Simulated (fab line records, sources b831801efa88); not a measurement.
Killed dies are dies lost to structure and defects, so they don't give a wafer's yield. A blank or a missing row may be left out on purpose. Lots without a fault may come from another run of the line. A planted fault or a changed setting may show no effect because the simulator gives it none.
fab line records | flow gf180mcu
record lots=7 wafers=21 last_day=34
route steps=602 shown MIM@510
lots that met no fault: from a run of the same line without faults
start_h: hours from the record's first day to the start of the lot's first wafer shown | wait_h: hours since the lot's step before | " the same as in the row above | L1.1+2: a row that stands for several wafers | - no value, or no start given | * or withheld: withheld | < > ~ a bound
route shown NAME@n: a module of which the file shows steps, and the number in the route of the first | usual: mean/standard deviation of fault-free wafers | same: alike in all rows | chamber/n: place in a boat | sites: the reading at each site | _std_site: their standard deviation | _edge_site: outer sites' mean less inner sites' | radius_mm: how far each site lies from the wafer's centre | mask NAME#n: copy n | behind: the tool/chamber that last shaped the wafer | hold: why the lot was held/for how many hours/how that ended | device: the transistor (n, p or np) that didn't switch | end of line: the same wafers' tests at the end of the route | a step without rows: its recipe alone | killed: dies lost to structure and defects at the first sort, not the wafer's yield | map: a wafer's dies, x killed, . not, _ none there
set.NAME: the setting as run; set.NAME@STEP: as run at that earlier step | model.NAME: the simulator's own value behind a step, which no gauge read
lots at some steps of the route; a table a step, a row a wafer
services: from which hour (start_h, from the record's first day; less than 0 if before it) a tool's chamber was out of use, for how many hours, and why
## steps
# step GF_MIM_SPUTTER_07
# recipe material=TiN target_thk_nm=60 power_w=6500 time_s=50 chamber_pressure_pa=0.4
# usual throttle_valve_pct=30.0/1.1
# columns lot.wafer tool chamber start_h wait_h throttle_valve_pct
L409.2 pvd_sputter-04 - 656.19 0.0 29.3
L409.3 " - " " 29.0
L409.4 " - " " 29.7
L410.2 pvd_sputter-04 - 660.79 0.0 29.6
L410.4 " - " " 29.4
L410.6 " - " " 29.5
L411.1 pvd_sputter-01 - 661.25 0.1 31.7
L411.2 " - " " 29.6
L411.4 " - " " 30.5
L413.2 pvd_sputter-04 - 667.71 0.0 29.9
L413.3 " - " " 29.7
L413.6 " - " " 29.3
L416.1 pvd_sputter-01 - 683.00 0.1 31.0
L416.2 " - " " 32.1
L416.3 " - " " 29.7
L421.2 pvd_sputter-01 - 713.22 0.0 29.7
L421.5 " - " " 31.7
L421.6 " - " " 31.3
L422.1 pvd_sputter-04 - 720.32 0.1 29.9
L422.4 " - " " 30.0
L422.6 " - " " 28.9
# step GF_MIM_SPUTTER_08
# recipe material=AlCu target_thk_nm=200 power_w=10600 time_s=10.6 chamber_pressure_pa=0.4
# usual throttle_valve_pct=30.0/1.1
# columns lot.wafer tool chamber start_h wait_h throttle_valve_pct
L409.2 pvd_sputter-04 - 656.24 0.0 29.4
L409.3 " - " " 29.1
L409.4 " - " " 29.5
L410.2 pvd_sputter-04 - 660.84 0.0 29.5
L410.4 " - " " 29.0
L410.6 " - " " 29.2
L411.1 pvd_sputter-01 - 661.29 0.0 31.8
L411.2 " - " " 29.6
L411.4 " - " " 30.7
L413.2 pvd_sputter-04 - 667.75 0.0 29.7
L413.3 " - " " 29.7
L413.6 " - " " 29.3
L416.1 pvd_sputter-01 - 683.04 0.0 31.3
L416.2 " - " " 32.1
L416.3 " - " " 29.6
L421.2 pvd_sputter-01 - 713.26 0.0 29.8
L421.5 " - " " 31.8
L421.6 " - " " 31.2
L422.1 pvd_sputter-04 - 720.36 0.0 30.1
L422.4 " - " " 29.9
L422.6 " - " " 28.6
# step GF_MIM_SPUTTER_09
# recipe material=TiN target_thk_nm=35 power_w=6500 time_s=29.2 chamber_pressure_pa=0.4
# usual throttle_valve_pct=30.0/1.1
# columns lot.wafer tool chamber start_h wait_h throttle_valve_pct
L409.2 pvd_sputter-04 - 656.26 0.0 29.5
L409.3 " - " " 28.7
L409.4 " - " " 29.5
L410.2 pvd_sputter-04 - 660.86 0.0 29.4
L410.4 " - " " 29.5
L410.6 " - " " 29.6
L411.1 pvd_sputter-01 - 661.31 0.0 31.9
L411.2 " - " " 29.7
L411.4 " - " " 30.6
L413.2 pvd_sputter-04 - 667.77 0.0 30.2
L413.3 " - " " 29.9
L413.6 " - " " 29.1
L416.1 pvd_sputter-01 - 683.06 0.0 31.3
L416.2 " - " " 31.9
L416.3 " - " " 29.7
L421.2 pvd_sputter-01 - 713.28 0.0 29.6
L421.5 " - " " 31.9
L421.6 " - " " 31.1
L422.1 pvd_sputter-04 - 720.38 0.0 29.9
L422.4 " - " " 29.6
L422.6 " - " " 29.0
# step GF_MIM_RS_MEAS_10
# recipe thk_meas_gauge=four-point-probe reads=TiN_of_MIM_SPUTTER_09+AlCu_of_MIM_SPUTTER_08+TiN_of_MIM_SPUTTER_07
# usual MIM_ALCU_RS=0.1591/0.002
# columns lot.wafer tool chamber start_h wait_h MIM_ALCU_RS[ohm/sq]
L409.2 film_metro-04 - 656.31 0.0 0.1607
L409.3 " - " " 0.1588
L409.4 " - " " 0.1593
L410.2 film_metro-04 - 660.91 0.0 0.1618
L410.4 " - " " 0.1630
L410.6 " - " " 0.1620
L411.1 film_metro-01 - 661.35 0.0 0.1625
L411.2 " - " " 0.1582
L411.4 " - " " 0.1556
L413.2 film_metro-04 - 667.86 0.1 0.1588
L413.3 " - " " 0.1569
L413.6 " - " " 0.1604
L416.1 film_metro-01 - 683.10 0.0 0.1605
L416.2 " - " " 0.1624
L416.3 " - " " 0.1591
L421.2 film_metro-03 - 713.33 0.0 0.1565
L421.5 " - " " 0.1587
L421.6 " - " " 0.1594
L422.1 film_metro-03 - 720.41 0.0 0.1613
L422.4 " - " " 0.1618
L422.6 " - " " 0.1614
# step GF_MIM_THK_MEAS_11
# recipe thk_meas_gauge=xrf reads=AlCu_of_MIM_SPUTTER_08
# usual MIM_ALCU_THK=201.0/2.5
# columns lot.wafer tool chamber start_h wait_h MIM_ALCU_THK[nm]
L409.2 film_metro-04 - 656.42 0.1 199.7
L409.3 " - " " 201.7
L409.4 " - " " 201.7
L410.2 film_metro-04 - 661.02 0.1 198.5
L410.4 " - " " 195.2
L410.6 " - " " 196.4
L411.1 film_metro-01 - 661.47 0.1 196.1
L411.2 " - " " 201.0
L411.4 " - " " 203.9
L413.2 film_metro-04 - 667.97 0.1 201.5
L413.3 " - " " 202.6
L413.6 " - " " 199.5
L416.1 film_metro-01 - 683.22 0.1 199.0
L416.2 " - " " 197.3
L416.3 " - " " 201.3
L421.2 film_metro-03 - 713.44 0.1 204.1
L421.5 " - " " 202.3
L421.6 " - " " 200.6
L422.1 film_metro-03 - 720.53 0.1 197.9
L422.4 " - " " 197.7
L422.6 " - " " 198.9
# step GF_MIM_DEHYDRATE_12
# recipe temp_c=200 time_s=60
# step GF_MIM_HMDS_13
# recipe prime_time_s=60 prime_temp_c=120
# step GF_MIM_COAT_14
# recipe resist=NOVOLAK spin_rpm=3000 resist_thk_nm=1000
# step GF_MIM_SOFTBAKE_15
# recipe temp_c=90 time_s=60 resist=NOVOLAK
# step GF_MIM_EXPOSE_16
# recipe mask_id=FuseTop target_cd_nm=2000 na=0.6 source_shape=conventional sigma_outer=0.6 dose_mj=140
# step GF_MIM_PEB_17
# recipe temp_c=withheld time_s=* resist=NOVOLAK
# step GF_MIM_DEVELOP_18
# recipe develop_time_s=60 dev_temp_c=23
# step GF_MIM_METAL_ETCH_19
# recipe chemistry=Cl2/BCl3 mask_material=NOVOLAK stop_on=Si3N4 target_depth_nm=324.5 pressure_mtorr=8 icp_w=800 bias_w=140 Cl2_flow_sccm=80 bcl3_flow_sccm=40 time_s=54.1
# usual bcl3_flow_sccm=39.99/0.11 bias_w=140.1/0.43 chamber_pressure_mTorr=7.999/0.0075 drypump_motor_current_A=5.7/0.33 oes_product_au=0.944/0.0066 throttle_valve_pct=28.280/0.01
# columns lot.wafer tool chamber start_h wait_h bcl3_flow_sccm bias_w chamber_pressure_mTorr drypump_motor_current_A oes_product_au rf_hours_counter_h throttle_valve_pct model.NOVOLAK_of_MIM_COAT_14.thk_nm
L409.2 rie_metal-01 0 674.76 0.1 40.11 140.5 7.987 6.2 0.945 6 28.295 869.1
L409.3 " 0 " " 40.06 140.6 8.003 6.2 0.945 - 28.278 871
L409.4 " 1 " " 39.88 140.1 8.008 6.1 0.943 - 28.270 865.8
L410.2 rie_metal-03 1 679.59 0.1 - - - - - - - 1000
L410.4 " 1 " " - - - - - - - 1004
L410.6 " 0 " " - - - - - - - 997.2
L411.1 rie_metal-01 0 680.79 0.1 - - - - - - - 1002
L411.2 " 1 " " - - - - - - - 1003
L411.4 " 1 " " - - - - - - - 1003
L413.2 rie_metal-02 1 687.08 0.1 - - - - - - - 995.4
L413.3 " 1 " " - - - - - - - 995.5
L413.6 " 1 " " - - - - - - - 998.5
L416.1 rie_metal-03 0 701.59 0.1 39.94 140.0 8.005 5.8 0.944 5 28.281 873.4
L416.2 " 1 " " 39.99 140.6 7.999 5.3 0.930 6 28.287 868
L416.3 " 0 " " 39.86 139.6 8.006 5.8 0.955 - 28.281 875
L421.2 rie_metal-03 0 730.16 0.1 39.96 139.8 7.981 5.8 0.951 6 28.260 869
L421.5 " 0 " " 39.90 139.6 8.008 5.8 0.936 - 28.280 870.1
L421.6 " 1 " " 39.82 139.4 8.004 5.3 0.943 - 28.280 867.9
L422.1 rie_metal-03 0 737.79 0.1 39.92 140.7 8.006 5.8 0.945 6 28.279 868.3
L422.4 " 0 " " 39.93 140.3 8.007 5.8 0.938 - 28.292 868.8
L422.6 " 0 " " 40.10 140.1 7.997 5.8 0.936 - 28.289 866.9
# step GF_MIM_STRIP_20
# recipe chemistry=O2/N2 power_w=1400 pressure_mtorr=1500 platen_temp_c=250 o2_flow_sccm=3000 n2_flow_sccm=300 overash_fraction=0.5
# usual chamber_pressure_mTorr=1500.1/1.5 drypump_motor_current_A=5.82/0.15 heater_power_w=337/14 oes_product_au=0.692/0.0055 strip_time_to_endpoint_s=11.23/0.051
# same overash_fraction=0.5
# columns lot.wafer tool chamber start_h wait_h chamber_pressure_mTorr drypump_motor_current_A heater_power_w oes_product_au rf_hours_counter_h strip_time_to_endpoint_s
L409.2 plasma_asher-04 0 674.83 0.0 1500.9 5.87 335 0.693 26 11.22
L409.3 " 1 " " 1501.6 5.62 315 0.693 - 11.22
L409.4 " 0 " " 1500.5 5.85 338 0.700 - 11.17
L410.2 plasma_asher-04 0 679.66 0.0 1502.8 5.82 339 0.710 27 12.63
L410.4 " 0 " " 1499.6 5.83 344 0.720 - 12.67
L410.6 " 0 " " 1499.5 5.85 343 0.714 - 12.61
L411.1 plasma_asher-03 1 680.86 0.0 1501.2 5.85 350 0.719 93 12.66
L411.2 " 0 " " 1501.3 6.11 327 0.717 93 12.67
L411.4 " 0 " " 1500.9 6.10 327 0.709 - 12.67
L413.2 plasma_asher-01 0 687.20 0.1 1498.9 5.75 347 0.718 60 12.58
L413.3 " 0 " " 1499.1 5.75 356 0.714 - 12.59
L413.6 " 1 " " 1500.4 5.78 340 0.717 - 12.61
L416.1 plasma_asher-01 0 701.66 0.0 1498.5 5.75 357 0.693 61 11.28
L416.2 " 1 " " 1500.5 5.72 341 0.698 61 11.19
L416.3 " 0 " " 1502.7 5.74 364 0.698 - 11.30
L421.2 plasma_asher-04 1 730.23 0.0 1501.1 5.63 316 0.691 31 11.22
L421.5 " 1 " " 1499.7 5.65 318 0.691 - 11.21
L421.6 " 0 " " 1500.7 5.87 332 0.692 - 11.21
L422.1 plasma_asher-03 1 737.86 0.0 1499.7 5.85 352 0.701 100 11.20
L422.4 " 1 " " 1497.5 5.86 358 0.689 - 11.22
L422.6 " 0 " " 1501.2 6.09 323 0.691 - 11.18
# step GF_MIM_STRIP_21
# recipe chemistry=post_etch_residue_remover time_s=1200 temp_c=72.5
## services
# columns tool chamber start_h hours kind
plasma_asher-01 - 657.66 2.2 repair
rie_metal-02 0 686.34 17.9 repair
rie_metal-01 - 689.65 0.5 repair
rie_metal-03 1 692.13 4.2 repair
pvd_sputter-04 1 707.31 - consumable_replace:kit
pvd_sputter-04 1 707.31 18.0 scheduled_down
pvd_sputter-04 1 707.31 18.0 vent_cycle
rie_metal-03 1 717.38 5.5 repair
## key
first_sign step=GF_MIM_METAL_ETCH_19 reading=tool_record direction=missing
effect step=GF_MIM_STRIP_20 reading=strip_time_to_endpoint_s direction=up sigmas=28 usual=* struck=*
model_effect step=GF_MIM_METAL_ETCH_19 value=NOVOLAK_of_MIM_COAT_14.thk_nm without=870.2 struck=999.9
met_at GF_MIM_METAL_ETCH_19
struck_wafers L410.2,L410.4,L410.6,L411.1,L411.2,L411.4,L413.2,L413.3,L413.6
later_rows_left_out L410.2,L410.4,L410.6,L411.1,L411.2,L411.4,L413.2,L413.3,L413.6
sort_left_out L410.2,L410.4,L410.6,L411.1,L411.2,L411.4,L413.2,L413.3,L413.6
onset_between 674.76 679.59
fault kind=skipped_step_whole tool=rie_metal-01,rie_metal-02,rie_metal-03 chamber=- onset_h=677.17 steps=GF_MIM_METAL_ETCH_19 scope=struck_lots_only
# sort_left_out: the simulated sort isn't trusted on such a fault, so these wafers' sort isn't shown, and their yield isn't known
# later_rows_left_out: the simulator's readings of these wafers behind a module that went badly wrong aren't trusted and aren't shown, but for the sort
